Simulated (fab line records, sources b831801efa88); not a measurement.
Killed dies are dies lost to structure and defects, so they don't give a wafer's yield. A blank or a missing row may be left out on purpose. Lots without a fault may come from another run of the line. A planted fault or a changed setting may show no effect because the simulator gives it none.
Chamber matching | flow gf180mcu | GF_V3_CMP_04 on cmp-02: 4 sister chambers
The step polishes SiO2. 4 wafers are shown with their chamber, then 8 later ones without.

WAFERS WITH THEIR CHAMBER
wafer  | chamber | motor_current_A (A)
L409.2 | 1       | 14.1
L413.3 | 2       | 12.6
L413.5 | 0       | 12.8
L414.3 | 3       | 12.3

WAFERS WITHOUT THEIR CHAMBER
wafer  | motor_current_A (A)
L414.4 | 13.3
L414.5 | 12.5
L416.2 | 13.2
L416.4 | 12.8
L416.6 | 12.9
L417.2 | 13.0
L417.3 | 12.4
L417.6 | 12.8

WHICH CHAMBER EACH WENT THROUGH
wafer  | from the rows above          | in truth
L414.4 | can't be placed: 0 or 2 or 1 | 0
L414.5 | can't be placed: 2 or 3 or 0 | 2
L416.2 | can't be placed: 0 or 2      | 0
L416.4 | can't be placed: 0 or 2      | 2
L416.6 | can't be placed: 0 or 2      | 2
L417.2 | can't be placed: 0 or 2      | 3
L417.3 | can't be placed: 3 or 2 or 0 | 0
L417.6 | can't be placed: 0 or 2      | 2
Placed correctly: 0 of 8. Can't be placed from these rows: 8 (the true chamber is among the candidates in 7). Placed wrongly: 0.
How it was worked out, from the rows above alone: a wafer's distance from a chamber is the root of the sum, over the readings, of the square of ((its reading less the chamber's mean) divided by the reading's scatter). The wafer belongs to the nearest chamber; if the next one is less than 2 further off, it can't be placed. A chamber's mean is the mean of its shown wafers. The scatter: with one shown wafer a chamber, the root of the mean of the squares of how far each hidden wafer lies from its nearest shown one.
